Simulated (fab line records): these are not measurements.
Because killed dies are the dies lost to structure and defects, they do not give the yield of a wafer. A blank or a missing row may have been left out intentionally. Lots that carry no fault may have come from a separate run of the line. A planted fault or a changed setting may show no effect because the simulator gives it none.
fab line records ; flow sky130
[record] lots = 13; wafers = 39; last-day = 50
route steps=708 shown DNWELL@44 PWDE@55 GATE_OXIDE@188 RES_PROTECT@215
lots untouched by any fault: they come from a run of this same line in which no faults occurred
start-h: hours from the record's first day to the start of the lot's first wafer shown ; wait-h: hours since the lot's step before ; " as in the row above ; L1.1+2: one row covering several wafers at once ; - no value present, or no start provided ; * or withheld: withheld ; < > ~ a bound
route shown NAME@n: names a module that has steps shown in the file, with the first one's number in the route ; usual: mean/standard deviation taken from wafers without a fault ; same: alike in all rows ; chamber/n: place in a boat ; sites: readings site by site ; _std_site: standard deviation of those values ; _edge_site: mean of outer sites minus mean of inner sites ; radius-mm: how far each site lies from the wafer's centre ; mask NAME#n: copy n ; behind: tool/chamber where the wafer was last shaped ; hold: the reason the lot was held/the length of the hold in hours/how it ended ; device: whichever transistor did not switch (one of n, p or np) ; end of line: the route-end tests of the same wafers ; for a step that has no rows: nothing shown but its recipe ; killed: dies lost to structure and defects at the first sort, not the wafer's yield ; map: a wafer's dies, marking killed ones x, the rest . and places with no die _
set.NAME: the run value of the setting; set.NAME@STEP: its run value at that earlier step ; model.NAME: the simulator's own value behind a step, which no gauge read
one table for each step of the route and one row for each wafer, over a sample of lots
services: from which hour (start-h, from the record's first day; less than 0 if before it) a tool's chamber was out of use, for how many hours, and why
[[steps]]
[step SKY_DNWELL_TW_MEAS_09]
[usual] DNWELL_TW = 1110/7.5
lot.wafer;tool;chamber;start-h;wait-h;DNWELL_TW
L818.1;film-metro-03;-;55.32;0.1;1121
L818.3;film-metro-03;-;55.32;0.1;1118
L818.6;film-metro-03;-;55.32;0.1;1122
L819.1;film-metro-01;-;56.57;0.1;1119
L819.4;film-metro-01;-;56.57;0.1;1117
L819.6;film-metro-01;-;56.57;0.1;1111
L820.1;film-metro-02;-;65.12;0.1;1100
L820.3;film-metro-02;-;65.12;0.1;1103
L820.4;film-metro-02;-;65.12;0.1;1094
L821.1;film-metro-03;-;69.87;0.1;1120
L821.2;film-metro-03;-;69.87;0.1;1115
L821.5;film-metro-03;-;69.87;0.1;1123
L822.2;film-metro-01;-;70.63;0.1;1118
L822.5;film-metro-01;-;70.63;0.1;1115
L822.6;film-metro-01;-;70.63;0.1;1114
L823.1;film-metro-01;-;81.57;0.1;1115
L823.2;film-metro-01;-;81.57;0.1;1124
L823.4;film-metro-01;-;81.57;0.1;1119
L828.2;film-metro-01;-;104.35;0.1;1112
L828.4;film-metro-01;-;104.35;0.1;1107
L828.5;film-metro-01;-;104.35;0.1;1110
L832.3;film-metro-01;-;129.59;0.1;1109
L832.5;film-metro-01;-;129.59;0.1;1108
L832.6;film-metro-01;-;129.59;0.1;1108
L833.1;film-metro-01;-;137.72;0.1;1110
L833.2;film-metro-01;-;137.72;0.1;1116
L833.6;film-metro-01;-;137.72;0.1;1111
L835.1;film-metro-01;-;145.52;0.1;1109
L835.2;film-metro-01;-;145.52;0.1;1115
L835.6;film-metro-01;-;145.52;0.1;1113
L836.2;film-metro-03;-;150.66;0.1;1114
L836.4;film-metro-03;-;150.66;0.1;1117
L836.5;film-metro-03;-;150.66;0.1;1116
L839.1;film-metro-01;-;164.07;0.1;1105
L839.4;film-metro-01;-;164.07;0.1;1101
L839.6;film-metro-01;-;164.07;0.1;1104
L840.1;film-metro-02;-;169.27;0.1;1098
L840.3;film-metro-02;-;169.27;0.1;1106
L840.6;film-metro-02;-;169.27;0.1;1103
[step SKY_PWDE_TW_MEAS_10]
[usual] PWDE_TW = 372.2/2.2
lot.wafer;tool;chamber;start-h;wait-h;PWDE_TW
L818.1;film-metro-03;-;70.59;0.1;376.7
L818.3;film-metro-03;-;70.59;0.1;374.4
L818.6;film-metro-03;-;70.59;0.1;376.5
L819.1;film-metro-03;-;72.83;0.1;375.2
L819.4;film-metro-03;-;72.83;0.1;375.0
L819.6;film-metro-03;-;72.83;0.1;373.2
L820.1;film-metro-01;-;81.94;0.1;370.7
L820.3;film-metro-01;-;81.94;0.1;372.8
L820.4;film-metro-01;-;81.94;0.1;372.2
L821.1;film-metro-02;-;87.01;0.1;365.4
L821.2;film-metro-02;-;87.01;0.1;366.3
L821.5;film-metro-02;-;87.01;0.1;366.5
L822.2;film-metro-01;-;88.02;0.1;373.7
L822.5;film-metro-01;-;88.02;0.1;373.8
L822.6;film-metro-01;-;88.02;0.1;374.5
L823.1;film-metro-01;-;99.19;0.1;373.7
L823.2;film-metro-01;-;99.19;0.1;370.6
L823.4;film-metro-01;-;99.19;0.1;371.1
L828.2;film-metro-01;-;122.57;0.1;371.9
L828.4;film-metro-01;-;122.57;0.1;374.8
L828.5;film-metro-01;-;122.57;0.1;374.2
L832.3;film-metro-01;-;149.23;0.1;372.5
L832.5;film-metro-01;-;149.23;0.1;369.4
L832.6;film-metro-01;-;149.23;0.1;371.4
L833.1;film-metro-02;-;157.24;0.1;371.7
L833.2;film-metro-02;-;157.24;0.1;373.1
L833.6;film-metro-02;-;157.24;0.1;371.6
L835.1;film-metro-01;-;165.19;0.1;372.5
L835.2;film-metro-01;-;165.19;0.1;372.9
L835.6;film-metro-01;-;165.19;0.1;371.9
L836.2;film-metro-02;-;169.74;0.1;369.4
L836.4;film-metro-02;-;169.74;0.1;369.3
L836.5;film-metro-02;-;169.74;0.1;370.7
L839.1;film-metro-03;-;184.58;0.1;374.2
L839.4;film-metro-03;-;184.58;0.1;372.5
L839.6;film-metro-03;-;184.58;0.1;375.9
L840.1;film-metro-02;-;190.39;0.1;370.0
L840.3;film-metro-02;-;190.39;0.1;371.5
L840.6;film-metro-02;-;190.39;0.1;370.6
[step SKY_GATE_OXIDE_OXIDATION_01]
[recipe] temp-c = 900; ambient = O2; stabilise-s = 600; purge-s = 300; target-thk-a = 102.68; ox-time-s = 1473
[same] stabilise-s = 600
lot.wafer;tool;chamber;start-h;wait-h
L818.1+3+6;furnace-02;0;284.33;1.4
L819.1+4+6;furnace-02;0;288.41;0.7
L820.1+3+4;furnace-01;0;300.80;0.9
L821.1+2+5;furnace-02;0;306.90;0.0
L822.2+5+6;furnace-01;0;307.46;0.4
L823.1+2+4;furnace-01;0;329.62;1.1
L828.2+4+5;furnace-02;0;361.63;0.6
L832.3+5+6;furnace-01;0;398.30;1.9
L833.1+2+6;furnace-01;0;408.94;0.9
L835.1+2+6;furnace-02;0;429.08;0.0
L836.2+4+5;furnace-02;0;433.39;1.4
L839.1+4+6;furnace-02;0;453.84;0.0
L840.1+3+6;furnace-02;0;458.80;1.1
[step SKY_GATE_OXIDE_THK_MEAS_02]
[recipe] reads = SiO2_of_GATE_OXIDE_OXIDATION_01
[usual] GATE_OXIDE_OXIDATION_00_THK = 10.37/0.21
lot.wafer;tool;chamber;start-h;wait-h;GATE_OXIDE_OXIDATION_00_THK[nm]
L818.1;film-metro-03;-;285.74;0.0;10.64
L818.3;film-metro-03;-;285.74;0.0;10.36
L818.6;film-metro-03;-;285.74;0.0;10.52
L819.1;film-metro-01;-;289.82;0.0;10.17
L819.4;film-metro-01;-;289.82;0.0;10.16
L819.6;film-metro-01;-;289.82;0.0;10.24
L820.1;film-metro-03;-;302.21;0.0;10.37
L820.3;film-metro-03;-;302.21;0.0;10.44
L820.4;film-metro-03;-;302.21;0.0;10.42
L821.1;film-metro-01;-;308.30;0.0;10.31
L821.2;film-metro-01;-;308.30;0.0;10.22
L821.5;film-metro-01;-;308.30;0.0;10.17
L822.2;film-metro-03;-;308.88;0.0;10.94
L822.5;film-metro-03;-;308.88;0.0;10.70
L822.6;film-metro-03;-;308.88;0.0;10.75
L823.1;film-metro-03;-;331.03;0.0;10.34
L823.2;film-metro-03;-;331.03;0.0;10.43
L823.4;film-metro-03;-;331.03;0.0;10.32
L828.2;film-metro-01;-;363.05;0.0;10.36
L828.4;film-metro-01;-;363.05;0.0;10.46
L828.5;film-metro-01;-;363.05;0.0;10.37
L832.3;film-metro-01;-;399.73;0.0;6.31
L832.5;film-metro-01;-;399.73;0.0;6.46
L832.6;film-metro-01;-;399.73;0.0;6.34
L833.1;film-metro-01;-;410.35;0.0;6.02
L833.2;film-metro-01;-;410.35;0.0;6.21
L833.6;film-metro-01;-;410.35;0.0;6.24
L835.1;film-metro-03;-;430.49;0.0;10.38
L835.2;film-metro-03;-;430.49;0.0;10.26
L835.6;film-metro-03;-;430.49;0.0;10.14
L836.2;film-metro-03;-;434.81;0.0;10.51
L836.4;film-metro-03;-;434.81;0.0;10.45
L836.5;film-metro-03;-;434.81;0.0;10.42
L839.1;film-metro-03;-;455.25;0.0;9.93
L839.4;film-metro-03;-;455.25;0.0;10.02
L839.6;film-metro-03;-;455.25;0.0;9.95
L840.1;film-metro-01;-;460.21;0.0;10.08
L840.3;film-metro-01;-;460.21;0.0;10.29
L840.6;film-metro-01;-;460.21;0.0;10.02
[step SKY_RES_PROTECT_TW_MEAS_08]
[usual] POLY_GATE_TW = 4054/34
lot.wafer;tool;chamber;start-h;wait-h;POLY_GATE_TW
L818.1;film-metro-03;-;342.92;0.1;4022
L818.3;film-metro-03;-;342.92;0.1;4046
L818.6;film-metro-03;-;342.92;0.1;4043
L819.1;film-metro-04;-;350.42;0.1;4130
L819.4;film-metro-04;-;350.42;0.1;4119
L819.6;film-metro-04;-;350.42;0.1;4130
L820.1;film-metro-04;-;360.67;0.1;4082
L820.3;film-metro-04;-;360.67;0.1;4092
L820.4;film-metro-04;-;360.67;0.1;4084
L822.2;film-metro-01;-;366.28;0.1;4065
L822.5;film-metro-01;-;366.28;0.1;4057
L822.6;film-metro-01;-;366.28;0.1;4048
L821.1;film-metro-03;-;366.40;0.1;4044
L821.2;film-metro-03;-;366.40;0.1;4030
L821.5;film-metro-03;-;366.40;0.1;4023
L823.1;film-metro-01;-;389.87;0.1;4062
L823.2;film-metro-01;-;389.87;0.1;4095
L823.4;film-metro-01;-;389.87;0.1;4069
L828.2;film-metro-03;-;426.16;0.1;4013
L828.4;film-metro-03;-;426.16;0.1;4032
L828.5;film-metro-03;-;426.16;0.1;3978
L832.3;film-metro-04;-;464.84;0.1;4072
L832.5;film-metro-04;-;464.84;0.1;4054
L832.6;film-metro-04;-;464.84;0.1;4056
L833.1;film-metro-04;-;474.57;0.1;4058
L833.2;film-metro-04;-;474.57;0.1;4094
L833.6;film-metro-04;-;474.57;0.1;4081
L835.1;film-metro-04;-;496.15;0.1;4078
L835.2;film-metro-04;-;496.15;0.1;4087
L835.6;film-metro-04;-;496.15;0.1;4104
L836.2;film-metro-04;-;499.67;0.2;4110
L836.4;film-metro-04;-;499.67;0.2;4103
L836.5;film-metro-04;-;499.67;0.2;4084
L839.1;film-metro-04;-;521.90;0.1;4069
L839.4;film-metro-04;-;521.90;0.1;4043
L839.6;film-metro-04;-;521.90;0.1;4085
L840.1;film-metro-04;-;524.22;0.1;4066
L840.3;film-metro-04;-;524.22;0.1;4071
L840.6;film-metro-04;-;524.22;0.1;4039
[[services]]
tool;chamber;start-h;hours;kind
furnace-02;-;309.48;3.7;pm
furnace-02;-;317.53;3.9;pm
furnace-01;-;324.62;3.5;pm
furnace-02;-;378.57;1.3;repair
[[key]]
[first-sign] step = SKY_GATE_OXIDE_THK_MEAS_02; reading = GATE_OXIDE_OXIDATION_00_THK; direction = down; sigmas = 20; usual = 10.37; struck = 6.26
effect none on later readings
met-at SKY_GATE_OXIDE_OXIDATION_01
struck-lots L832,L833
sort-left-out L832.3,L832.5,L832.6,L833.1,L833.2,L833.6
tester-left-out L832,L833
not-acting-at SKY_DNWELL_TW_MEAS_09,SKY_PWDE_TW_MEAS_10,SKY_RES_PROTECT_TW_MEAS_08
onset-between 329.62 398.30
[fault] kind = process-parameter-drift; tool = furnace-01; chamber = -; onset-h = 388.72; steps = SKY_GATE_OXIDE_OXIDATION_01; channel = ox-time-s; offset = *; shape = step; end-h = 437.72; acts-in = *; stated = *
// tester-left-out: of these lots the tester's yield and bins aren't shown, on N5 and GAA mostly nor the transistor test; their killed dies are dies lost to structure and defects alone, not to doping, threshold or leakage, so they don't give the yield
// sort-left-out: the simulated sort isn't trusted on such a fault, so these wafers' sort isn't shown, and their yield isn't known
